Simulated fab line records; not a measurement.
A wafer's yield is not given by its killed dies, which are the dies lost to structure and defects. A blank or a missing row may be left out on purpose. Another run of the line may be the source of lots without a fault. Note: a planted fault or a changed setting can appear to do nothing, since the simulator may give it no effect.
fab line records	flow sfq-line
record lots=15	wafers=45	last-day=80
route steps=325 shown I3@144 M6@264 I6@277 M7@292 I7@303
lots that met no fault: from a run of the same line without faults
start-h: hours from the record's opening day to when the first of the lot's shown wafers began	wait-h: hours from the lot's prior step to this one	" the same as in the row above	L1.1+2: one row covering several wafers at once	- value missing, or start not given	* or withheld: withheld	< > ~ a bound
route shown NAME@n: a module of which the file shows steps, and the number in the route of the first	usual: the fault-free wafers' mean and standard deviation	same: alike in all rows	chamber/n: place in a boat	sites: per-site readings	_std_site: standard deviation across them	_edge_site: outer sites' mean less inner sites'	radius-mm: for every site, how far away it sits from the centre of the wafer	mask NAME#n: copy n	behind: the last tool/chamber to shape the wafer	hold: the reason the lot was held/the length of the hold in hours/how it ended	device: the n, p or np transistor that did not switch	end of line: the tests these same wafers got at the end of their route	where a step has no rows: the recipe by itself	killed: dies that structure and defects cost at the first sort, which is not the same as the wafer's yield	map: a wafer's dies, x killed, . not, _ none there
set.NAME: setting as actually run; set.NAME@STEP: the setting as run at that earlier step	model.NAME: the simulator's own value behind a step, which no gauge read
route steps across a sampled set of lots; one table per step, one row per wafer
services: the hour from which a tool's chamber was out of use, counted from the record's first day as start-h (under 0 if before that day), plus the number of hours and why
## steps
# step SFQ_TRILAYER_I3_VIA_BARC_OPEN_VIA_ETCH_121
# recipe mask-material=PR	chemistry=O2	target-depth-nm=125	target=BARC	source-w=500	bias-w=80	pressure-mtorr=30	time-s=41.7
# usual bias-w=80.05/0.24	chamber-pressure-mTorr=29.999/0.029	drypump-motor-current-A=5.8/0.52	oes-product-au=0.685/0.0049	rf-fwd-power-W=494.6/2.5
lot.wafer	tool	chamber	start-h	wait-h	bias-w	chamber-pressure-mTorr	drypump-motor-current-A	oes-product-au	rf-fwd-power-W	rf-hours-counter-h
L881.2	rie-diel-04	1	919.69	0.0	79.91	30.034	5.6	0.687	497.2	14
L881.3	"	3	"	"	80.14	29.952	6.3	0.681	491.1	8
L881.6	"	3	"	"	79.68	29.996	6.3	0.685	492.0	-
L882.1	rie-diel-01	2	923.58	0.0	80.08	29.977	5.6	0.686	489.6	1
L882.4	"	2	"	"	79.94	29.994	5.6	0.684	490.5	-
L882.6	"	0	"	"	80.09	29.992	6.6	0.686	496.1	-
L884.2	rie-diel-01	1	937.98	0.0	80.33	29.970	6.2	0.684	498.5	0
L884.4	"	0	"	"	80.09	29.987	6.6	0.683	495.9	6
L884.5	"	2	"	"	80.26	30.013	5.7	0.688	488.7	-
L887.2	rie-diel-01	1	988.39	0.0	79.74	29.952	6.1	0.675	494.4	1
L887.4	"	0	"	"	80.40	30.042	6.6	0.685	495.9	7
L887.6	"	2	"	"	79.58	29.982	5.6	0.681	490.7	-
L888.1	rie-diel-04	3	990.02	0.0	80.12	29.986	6.3	0.687	491.6	9
L888.4	"	1	"	"	79.81	30.044	5.6	0.683	497.0	16
L888.5	"	3	"	"	80.06	29.998	6.3	0.688	492.7	-
L890.1	rie-diel-02	3	1013.44	0.0	80.02	30.041	5.2	0.682	497.1	9
L890.2	"	1	"	"	79.98	30.030	5.6	0.679	496.3	7
L890.5	"	0	"	"	80.13	29.992	5.3	0.684	490.4	-
L891.1	rie-diel-01	2	1133.54	0.0	79.83	29.993	5.6	0.687	488.5	5
L891.2	"	0	"	"	80.39	30.053	6.6	0.684	498.2	9
L891.4	"	3	"	"	80.03	29.995	6.0	0.685	495.9	1
L892.4	rie-diel-02	0	1176.53	0.0	80.15	29.990	5.3	0.691	493.4	-
L892.5	"	2	"	"	79.92	29.984	6.1	0.689	493.6	-
L892.6	"	3	"	"	79.95	29.979	5.2	0.687	496.9	-
L893.1	rie-diel-01	3	1180.11	0.0	80.03	29.994	6.0	0.672	496.7	2
L893.5	"	0	"	"	80.30	30.000	6.6	0.688	495.1	-
L893.6	"	3	"	"	80.39	29.953	6.0	0.685	495.9	-
L896.3	rie-diel-01	1	1208.48	0.0	80.53	29.975	6.2	0.691	494.9	5
L896.4	"	0	"	"	80.17	30.019	6.6	0.690	494.9	-
L896.5	"	3	"	"	80.03	30.019	6.0	0.686	496.8	-
L900.1	rie-diel-02	0	1219.28	0.0	80.19	29.934	5.3	0.685	489.1	1
L900.2	"	1	"	"	79.79	30.018	5.6	0.688	494.6	10
L900.6	"	0	"	"	80.31	29.996	5.3	0.687	492.5	-
L901.2	rie-diel-01	2	1240.74	0.0	79.94	30.060	5.7	0.680	489.2	7
L901.5	"	2	"	"	79.77	30.015	5.6	0.680	489.9	-
L901.6	"	1	"	"	80.02	29.933	6.2	0.684	495.0	-
L902.2	rie-diel-02	2	1245.97	0.0	79.87	30.009	6.1	0.682	496.4	15
L902.4	"	0	"	"	80.35	29.970	5.3	0.684	489.7	-
L902.6	"	0	"	"	80.16	29.979	5.3	0.683	489.7	-
L903.1	rie-diel-01	0	1260.65	0.0	80.53	30.058	6.6	0.685	495.9	11
L903.2	"	3	"	"	80.26	30.010	6.0	0.684	495.3	3
L903.3	"	2	"	"	80.34	29.941	5.6	0.692	490.1	7
L904.3	rie-diel-04	0	1287.66	0.0	79.90	30.038	5.0	0.684	499.0	7
L904.4	"	3	"	"	79.96	30.034	6.3	0.685	492.8	15
L904.6	"	2	"	"	80.15	29.988	5.0	0.679	497.1	-
# step SFQ_TRILAYER_M6_STRIP_STRIP_163
# recipe gas=O2	power-w=200	platen-temp-c=40	overash-fraction=0.65	chemistry=O2	pressure-mtorr=50
# usual drypump-motor-current-A=5.7/0.48	oes-product-au=1.000/0.011
lot.wafer	tool	chamber	start-h	wait-h	drypump-motor-current-A	oes-product-au	rf-hours-counter-h
L881.2	rie-metal-04	1	1431.98	0.1	4.8	1.007	140
L881.3	"	0	"	"	5.6	1.017	-
L881.6	"	0	"	"	5.7	1.007	-
L882.1	rie-metal-04	1	1448.78	0.1	4.8	1.021	144
L882.4	"	0	"	"	5.7	1.018	-
L882.6	"	0	"	"	5.6	1.024	-
L884.2	rie-metal-01	1	1514.43	0.1	6.3	1.012	110
L884.4	"	0	"	"	5.3	1.003	-
L884.5	"	1	"	"	6.3	1.010	-
L887.2	rie-metal-03	1	1700.77	0.1	6.1	0.993	123
L887.4	"	0	"	"	5.5	1.002	-
L887.6	"	1	"	"	6.1	0.994	-
L888.1	rie-metal-01	1	1701.97	0.1	6.3	0.998	133
L888.4	"	1	"	"	6.3	0.995	-
L888.5	"	1	"	"	6.3	0.998	-
L890.1	rie-metal-04	0	1704.37	0.1	5.7	1.001	38
L890.2	"	1	"	"	4.7	1.014	21
L890.5	"	0	"	"	5.6	1.005	-
L891.1	rie-metal-03	0	1706.77	0.1	5.5	0.998	61
L891.2	"	1	"	"	6.2	0.986	124
L891.4	"	0	"	"	5.5	1.014	-
L892.4	rie-metal-03	1	1710.57	0.2	6.1	0.987	-
L892.5	"	0	"	"	5.5	0.988	-
L892.6	"	1	"	"	6.1	0.993	-
L893.1	rie-metal-03	1	1734.37	0.1	6.1	0.998	127
L893.5	"	1	"	"	6.1	0.996	-
L893.6	"	0	"	"	5.5	1.001	-
L896.3	rie-metal-01	1	1739.37	0.2	6.3	1.015	-
L896.4	"	0	"	"	5.3	0.984	-
L896.5	"	0	"	"	5.3	0.996	-
L900.1	rie-metal-03	1	1754.77	0.1	6.1	0.986	131
L900.2	"	0	"	"	5.5	0.992	68
L900.6	"	0	"	"	5.5	0.997	-
L901.2	rie-metal-01	0	1757.17	0.1	5.3	0.990	18
L901.5	"	1	"	"	6.3	0.995	-
L901.6	"	0	"	"	5.3	0.989	-
L902.2	rie-metal-04	0	1758.37	0.1	5.7	1.022	49
L902.4	"	0	"	"	5.6	1.020	-
L902.6	"	0	"	"	5.6	1.017	-
L903.1	rie-metal-01	0	1759.57	0.1	5.3	0.982	18
L903.2	"	1	"	"	6.3	1.005	7
L903.3	"	1	"	"	6.3	1.008	-
L904.3	rie-metal-01	0	1762.17	0.2	5.3	0.990	-
L904.4	"	1	"	"	6.3	1.005	-
L904.6	"	0	"	"	5.3	0.994	-
# step SFQ_TRILAYER_I6_VIA_BARC_OPEN_VIA_ETCH_235
# recipe mask-material=PR	chemistry=O2	target-depth-nm=125	target=BARC	source-w=500	bias-w=80	pressure-mtorr=30	time-s=41.7
# usual bias-w=80.03/0.26	chamber-pressure-mTorr=30.000/0.028	drypump-motor-current-A=5.7/0.55	oes-product-au=0.685/0.0044	rf-fwd-power-W=494.8/2.4
lot.wafer	tool	chamber	start-h	wait-h	bias-w	chamber-pressure-mTorr	drypump-motor-current-A	oes-product-au	rf-fwd-power-W	rf-hours-counter-h
L881.2	rie-diel-04	0	1548.14	0.0	79.93	29.969	5.0	0.687	496.9	11
L881.3	"	1	"	"	79.93	30.016	5.6	0.681	494.6	6
L881.6	"	0	"	"	79.83	30.006	5.0	0.680	493.2	-
L882.1	rie-diel-04	3	1592.54	0.0	80.43	30.002	6.3	0.685	493.2	0
L882.4	"	2	"	"	80.03	30.020	4.9	0.688	495.1	11
L882.6	"	1	"	"	80.02	29.988	5.6	0.683	493.9	-
L884.2	rie-diel-04	1	1684.99	0.0	79.57	30.025	5.6	0.689	498.9	8
L884.4	"	2	"	"	79.66	29.986	4.9	0.684	495.7	12
L884.5	"	0	"	"	79.92	29.957	5.0	0.678	494.9	-
L887.2	rie-diel-04	3	1743.79	0.0	79.76	29.990	6.3	0.688	490.3	3
L887.4	"	1	"	"	79.95	29.991	5.6	0.679	493.1	9
L887.6	"	2	"	"	79.50	29.965	4.9	0.693	495.8	-
L888.1	rie-diel-01	3	1747.39	0.0	80.09	30.006	6.0	0.677	499.6	12
L888.4	"	1	"	"	79.87	30.013	6.2	0.686	497.0	14
L888.5	"	3	"	"	80.12	30.027	6.1	0.684	496.5	-
L890.1	rie-diel-01	2	1749.79	0.0	80.24	30.000	5.6	0.681	490.0	16
L890.2	"	3	"	"	79.63	30.048	6.1	0.679	493.8	12
L890.5	"	0	"	"	80.31	29.995	6.5	0.688	499.3	-
L891.1	rie-diel-04	0	1750.99	0.0	79.57	30.019	4.9	0.684	497.2	14
L891.2	"	3	"	"	80.29	30.035	6.3	0.689	493.1	3
L891.4	"	1	"	"	79.87	30.024	5.6	0.690	494.6	9
L892.4	rie-diel-04	1	1755.79	0.0	80.20	29.992	5.6	0.695	496.0	9
L892.5	"	1	"	"	80.06	29.993	5.6	0.688	497.1	-
L892.6	"	0	"	"	80.18	29.969	5.0	0.688	496.5	-
L893.1	rie-diel-01	0	1762.99	0.0	79.87	30.030	6.6	0.690	501.6	19
L893.5	"	0	"	"	80.38	29.965	6.6	0.683	501.1	-
L893.6	"	1	"	"	80.26	29.962	6.1	0.692	496.6	-
L896.3	rie-diel-01	3	1766.59	0.0	80.49	30.023	6.0	0.689	492.7	12
L896.4	"	1	"	"	79.88	29.971	6.1	0.688	495.6	14
L896.5	"	3	"	"	80.44	29.975	6.1	0.688	496.3	-
L900.1	rie-diel-04	3	1780.99	0.0	80.36	29.982	6.3	0.683	490.7	3
L900.2	"	0	"	"	79.85	30.013	4.9	0.695	495.6	15
L900.6	"	2	"	"	80.00	29.973	4.9	0.686	498.2	-
L901.2	rie-diel-02	0	1783.39	0.0	80.33	30.008	5.3	0.692	490.9	11
L901.5	"	2	"	"	80.56	29.986	6.1	0.689	494.7	-
L901.6	"	3	"	"	79.55	30.033	5.2	0.684	498.2	-
L902.2	rie-diel-04	2	1784.59	0.0	79.97	29.967	4.9	0.688	494.7	14
L902.4	"	1	"	"	79.70	29.987	5.6	0.686	495.3	10
L902.6	"	2	"	"	80.01	30.015	4.9	0.686	495.2	-
L903.1	rie-diel-02	0	1785.79	0.0	80.14	30.042	5.3	0.681	492.6	11
L903.2	"	2	"	"	80.05	29.994	6.1	0.686	494.8	2
L903.3	"	3	"	"	80.02	29.975	5.2	0.686	495.8	22
L904.3	rie-diel-01	2	1788.19	0.0	79.47	29.988	5.6	0.686	490.1	16
L904.4	"	3	"	"	80.16	30.007	6.0	0.686	497.6	12
L904.6	"	0	"	"	80.07	30.003	6.6	0.688	498.1	-
# step SFQ_TRILAYER_M7_BARC_OPEN_METAL_ETCH_229
# recipe mask-material=PR	chemistry=O2	target-depth-nm=125	target=BARC	icp-w=600	bias-w=80	pressure-mtorr=10	time-s=41.7
# usual bias-w=80.00/0.25	chamber-pressure-mTorr=9.999/0.0089	drypump-motor-current-A=6.0/0.45	oes-product-au=0.685/0.0048	rf-fwd-power-W=594.5/2.2
lot.wafer	tool	chamber	start-h	wait-h	bias-w	chamber-pressure-mTorr	drypump-motor-current-A	oes-product-au	rf-fwd-power-W	rf-hours-counter-h
L881.2	rie-metal-01	0	1655.01	0.0	80.01	10.009	5.3	0.691	597.8	0
L881.3	"	0	"	"	79.90	9.997	5.3	0.688	595.3	-
L881.6	"	1	"	"	79.90	10.015	6.3	0.681	596.2	-
L882.1	rie-metal-02	1	1683.81	0.0	80.39	9.982	6.3	0.687	593.5	19
L882.4	"	1	"	"	80.05	10.005	6.3	0.682	595.8	-
L882.6	"	1	"	"	80.00	9.999	6.3	0.683	593.8	-
L884.2	rie-metal-03	1	1762.81	0.0	80.22	10.000	6.1	0.670	595.6	133
L884.4	"	0	"	"	79.92	9.988	5.5	0.692	591.5	-
L884.5	"	1	"	"	79.96	10.013	6.1	0.686	596.9	-
L887.2	rie-metal-02	1	1826.49	0.0	79.78	9.995	6.3	0.697	595.2	45
L887.4	"	0	"	"	79.75	9.993	6.6	0.679	596.7	-
L887.6	"	1	"	"	80.16	9.998	6.3	0.679	595.8	-
L888.1	rie-metal-03	0	1832.61	0.0	79.99	9.981	5.5	0.686	594.1	81
L888.4	"	0	"	"	80.17	9.986	5.5	0.685	595.6	-
L888.5	"	0	"	"	80.16	10.001	5.4	0.683	591.4	-
L890.1	rie-metal-01	1	1835.01	0.0	79.99	10.001	6.3	0.682	591.6	17
L890.2	"	0	"	"	80.12	10.003	5.3	0.688	595.0	28
L890.5	"	0	"	"	80.15	9.986	5.3	0.679	596.0	-
L891.1	rie-metal-02	1	1837.41	0.0	-	-	-	-	-	-
L891.2	"	0	"	"	-	-	-	-	-	-
L891.4	"	0	"	"	-	-	-	-	-	-
L892.4	rie-metal-02	1	1843.43	0.0	-	-	-	-	-	-
L892.5	"	1	"	"	-	-	-	-	-	-
L892.6	"	0	"	"	-	-	-	-	-	-
L893.1	rie-metal-03	0	1848.21	0.0	-	-	-	-	-	-
L893.5	"	0	"	"	-	-	-	-	-	-
L893.6	"	1	"	"	-	-	-	-	-	-
L896.3	rie-metal-01	1	1853.03	0.0	80.15	9.999	6.3	0.684	595.0	-
L896.4	"	0	"	"	80.03	10.004	5.3	0.682	599.5	-
L896.5	"	1	"	"	79.78	9.990	6.3	0.677	596.2	-
L900.1	rie-metal-02	0	1872.21	0.0	80.21	9.972	6.5	0.688	593.9	10
L900.2	"	1	"	"	80.17	10.012	6.3	0.676	592.1	51
L900.6	"	1	"	"	80.40	9.994	6.3	0.685	592.4	-
L901.2	rie-metal-02	0	1875.94	0.0	79.49	10.001	6.5	0.687	593.9	10
L901.5	"	1	"	"	79.68	10.000	6.3	0.687	593.4	-
L901.6	"	0	"	"	79.70	10.001	6.5	0.683	592.7	-
L902.2	rie-metal-01	1	1879.54	0.0	80.05	10.016	6.2	0.685	594.4	24
L902.4	"	1	"	"	80.37	10.010	6.3	0.687	592.9	-
L902.6	"	0	"	"	79.91	10.000	5.3	0.690	597.8	-
L903.1	rie-metal-03	0	1880.74	0.0	80.11	9.996	5.5	0.688	589.0	90
L903.2	"	1	"	"	79.71	9.989	6.1	0.685	596.3	6
L903.3	"	0	"	"	79.89	10.009	5.5	0.685	590.5	-
L904.3	rie-metal-03	0	1883.16	0.0	80.16	9.994	5.5	0.680	595.2	-
L904.4	"	1	"	"	80.18	9.994	6.1	0.681	596.3	-
L904.6	"	0	"	"	80.05	9.980	5.5	0.691	593.6	-
# step SFQ_TRILAYER_M7_ETCH_METAL_ETCH_180
# recipe target=Nb	stop-on=SiO2	mask-material=PR	chemistry=Cl2/Ar	target-depth-nm=240	icp-w=600	bias-w=80	pressure-mtorr=10	time-s=120
# usual bias-w=80.01/0.25	chamber-pressure-mTorr=10.001/0.0085	drypump-motor-current-A=6.0/0.45	oes-product-au=0.893/0.0079	rf-fwd-power-W=597.3/1.7
lot.wafer	tool	chamber	start-h	wait-h	bias-w	chamber-pressure-mTorr	drypump-motor-current-A	oes-product-au	rf-fwd-power-W	rf-hours-counter-h
L881.2	rie-metal-01	0	1655.07	0.0	79.60	10.008	5.3	0.889	597.6	0
L881.3	"	0	"	"	80.43	10.002	5.3	0.884	596.9	-
L881.6	"	1	"	"	80.14	9.994	6.3	0.884	594.3	-
L882.1	rie-metal-02	1	1683.87	0.0	80.28	10.004	6.3	0.895	595.7	19
L882.4	"	1	"	"	79.56	10.002	6.3	0.892	599.0	-
L882.6	"	1	"	"	79.90	10.014	6.3	0.901	598.4	-
L884.2	rie-metal-03	1	1762.87	0.0	79.87	9.986	6.1	0.891	597.6	133
L884.4	"	0	"	"	80.07	10.003	5.4	0.886	597.7	-
L884.5	"	1	"	"	80.09	10.005	6.1	0.902	597.4	-
L887.2	rie-metal-02	1	1826.55	0.0	80.19	10.004	6.3	0.896	597.0	45
L887.4	"	0	"	"	80.07	9.997	6.5	0.889	600.3	-
L887.6	"	1	"	"	79.98	9.996	6.3	0.899	595.7	-
L888.1	rie-metal-03	0	1832.73	0.1	79.76	10.004	5.5	0.891	601.0	81
L888.4	"	0	"	"	79.99	10.001	5.5	0.902	596.0	-
L888.5	"	0	"	"	79.83	10.002	5.5	0.903	596.4	-
L890.1	rie-metal-01	1	1835.07	0.0	80.55	10.001	6.3	0.886	595.3	17
L890.2	"	0	"	"	79.88	10.011	5.3	0.894	598.7	28
L890.5	"	0	"	"	80.30	9.987	5.3	0.899	596.0	-
L891.1	rie-metal-02	1	1837.47	0.0	80.00	9.996	6.3	0.379	597.9	47
L891.2	"	0	"	"	79.72	10.003	6.6	0.376	597.5	5
L891.4	"	0	"	"	80.14	10.013	6.5	0.374	598.1	-
L892.4	rie-metal-02	1	1843.51	0.1	79.95	9.997	6.3	0.365	596.9	-
L892.5	"	1	"	"	79.90	10.001	6.3	0.381	598.1	-
L892.6	"	0	"	"	80.00	9.988	6.6	0.369	597.4	-
L893.1	rie-metal-03	0	1848.27	0.0	80.25	10.012	5.5	0.379	596.5	85
L893.5	"	0	"	"	80.31	10.003	5.5	0.375	596.5	-
L893.6	"	1	"	"	79.64	10.013	6.1	0.374	600.1	-
L896.3	rie-metal-01	1	1853.11	0.1	79.67	10.007	6.3	0.899	592.5	-
L896.4	"	0	"	"	80.11	10.002	5.3	0.906	593.1	-
L896.5	"	1	"	"	79.97	10.007	6.2	0.905	594.1	-
L900.1	rie-metal-02	0	1872.27	0.0	79.79	10.000	6.5	0.890	596.0	10
L900.2	"	1	"	"	79.96	9.991	6.3	0.886	595.3	51
L900.6	"	1	"	"	79.77	10.000	6.3	0.888	594.6	-
L901.2	rie-metal-02	0	1876.00	0.0	79.91	10.008	6.5	0.894	595.6	10
L901.5	"	1	"	"	80.39	9.995	6.3	0.888	596.9	-
L901.6	"	0	"	"	79.53	10.008	6.5	0.894	596.3	-
L902.2	rie-metal-01	1	1879.60	0.0	80.43	10.006	6.3	0.896	599.2	24
L902.4	"	1	"	"	80.39	10.004	6.3	0.896	598.7	-
L902.6	"	0	"	"	79.74	10.009	5.3	0.890	596.3	-
L903.1	rie-metal-03	0	1880.80	0.0	79.69	9.994	5.5	0.903	599.3	90
L903.2	"	1	"	"	79.99	9.998	6.1	0.898	599.6	6
L903.3	"	0	"	"	79.53	10.023	5.5	0.909	599.3	-
L904.3	rie-metal-03	0	1883.24	0.1	80.17	9.994	5.5	0.890	597.3	-
L904.4	"	1	"	"	80.09	10.008	6.1	0.886	596.5	-
L904.6	"	0	"	"	79.86	9.998	5.5	0.887	596.8	-
# step SFQ_TRILAYER_I7_VIA_LITHO_EXPOSE_188
# recipe mask-id=I7	na=0.6	source-shape=conventional	sigma-outer=0.65	target-cd-nm=1000	dose-mj=21.3
# usual exposure-dose-mJ-cm2=21.305/0.021	focus-offset-nm=0.0/0.56
lot.wafer	tool	chamber	start-h	wait-h	mask	exposure-dose-mJ-cm2	focus-offset-nm
L881.2	krf-scanner-01	0	1719.65	-	I7#0	21.291	-0.8
L881.3	"	0	"	"	I7#0	21.290	-0.3
L881.6	"	0	"	"	I7#0	21.335	-1.0
L882.1	krf-scanner-01	0	1731.45	-	I7#0	21.344	-0.2
L882.4	"	0	"	"	I7#0	21.333	-1.0
L882.6	"	0	"	"	I7#0	21.322	0.0
L884.2	krf-scanner-01	0	1788.05	-	I7#0	21.283	0.6
L884.4	"	0	"	"	I7#0	21.277	0.5
L884.5	"	0	"	"	I7#0	21.301	0.9
L887.2	krf-scanner-01	0	1837.33	-	I7#0	21.303	0.2
L887.4	"	0	"	"	I7#0	21.312	0.7
L887.6	"	0	"	"	I7#0	21.299	0.2
L888.1	krf-scanner-01	0	1843.76	-	I7#0	21.292	0.4
L888.4	"	0	"	"	I7#0	21.277	0.6
L888.5	"	0	"	"	I7#0	21.254	0.1
L890.1	krf-scanner-01	0	1846.16	-	I7#0	21.310	-0.9
L890.2	"	0	"	"	I7#0	21.332	-0.1
L890.5	"	0	"	"	I7#0	21.329	-0.6
L891.1	krf-scanner-01	-	1847.36	-	I7#0	-	-
L891.2	"	-	"	"	I7#0	-	-
L891.4	"	-	"	"	I7#0	-	-
L892.4	krf-scanner-01	-	1851.56	-	I7#0	-	-
L892.5	"	-	"	"	I7#0	-	-
L892.6	"	-	"	"	I7#0	-	-
L893.1	krf-scanner-01	-	1854.56	-	I7#0	-	-
L893.5	"	-	"	"	I7#0	-	-
L893.6	"	-	"	"	I7#0	-	-
L896.3	krf-scanner-01	0	1860.96	-	I7#0	21.320	-0.6
L896.4	"	0	"	"	I7#0	21.309	-0.1
L896.5	"	0	"	"	I7#0	21.307	-0.5
L900.1	krf-scanner-01	0	1898.82	-	I7#0	21.292	0.0
L900.2	"	0	"	"	I7#0	21.271	0.7
L900.6	"	0	"	"	I7#0	21.293	-0.2
L901.2	krf-scanner-01	0	1900.22	-	I7#0	21.291	0.8
L901.5	"	0	"	"	I7#0	21.282	0.8
L901.6	"	0	"	"	I7#0	21.289	0.1
L902.2	krf-scanner-01	0	1901.42	-	I7#0	21.302	0.4
L902.4	"	0	"	"	I7#0	21.331	0.6
L902.6	"	0	"	"	I7#0	21.320	0.4
L903.1	krf-scanner-01	0	1902.42	-	I7#0	21.309	-0.1
L903.2	"	0	"	"	I7#0	21.321	0.8
L903.3	"	0	"	"	I7#0	21.327	0.4
L904.3	krf-scanner-01	0	1904.02	-	I7#0	21.326	-0.5
L904.4	"	0	"	"	I7#0	21.331	-0.7
L904.6	"	0	"	"	I7#0	21.340	-0.6
## services
tool	chamber	start-h	hours	kind
rie-metal-03	0	930.73	23.5	repair
krf-scanner-01	-	953.24	1.3	pm
krf-scanner-01	-	969.93	0.9	repair
rie-metal-03	-	974.51	4.3	pm
krf-scanner-01	-	984.50	1.0	pm
krf-scanner-01	-	986.22	1.1	repair
krf-scanner-01	-	994.48	0.8	pm
rie-metal-03	-	1049.73	14.6	pm
rie-metal-03	-	1070.94	0.4	repair
krf-scanner-01	-	1128.30	1.3	pm
krf-scanner-01	-	1153.61	1.0	pm
krf-scanner-01	-	1158.21	4.0	pm
krf-scanner-01	-	1162.23	0.8	pm
rie-metal-03	1	1194.05	3.8	repair
krf-scanner-01	-	1304.71	1.3	pm
krf-scanner-01	-	1323.04	1.0	pm
krf-scanner-01	-	1364.08	0.7	repair
krf-scanner-01	-	1393.66	3.0	pm
krf-scanner-01	-	1450.66	4.4	pm
krf-scanner-01	-	1473.28	1.5	repair
krf-scanner-01	-	1480.81	1.3	pm
krf-scanner-01	-	1491.11	1.0	pm
krf-scanner-01	-	1499.72	0.8	pm
krf-scanner-01	-	1518.50	0.4	repair
## key
first-sign step=SFQ_TRILAYER_M7_BARC_OPEN_METAL_ETCH_229	reading=tool-record	direction=missing
effect step=SFQ_TRILAYER_M7_ETCH_METAL_ETCH_180	reading=oes-product-au	direction=down	sigmas=66	usual=0.893	struck=0.375
effect step=SFQ_TRILAYER_I7_VIA_LITHO_EXPOSE_188	reading=tool-record	direction=missing
met-at SFQ_TRILAYER_M7_BARC_OPEN_METAL_ETCH_229
struck-lots L891,L892,L893
not-acting-at SFQ_TRILAYER_I3_VIA_BARC_OPEN_VIA_ETCH_121,SFQ_TRILAYER_M6_STRIP_STRIP_163,SFQ_TRILAYER_I6_VIA_BARC_OPEN_VIA_ETCH_235
onset-between 1832.61 1837.41
fault kind=skipped-step-whole	tool=rie-metal-02,rie-metal-03	chamber=-	onset-h=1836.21	steps=SFQ_TRILAYER_M7_BARC_OPEN_METAL_ETCH_229	scope=struck-lots-only
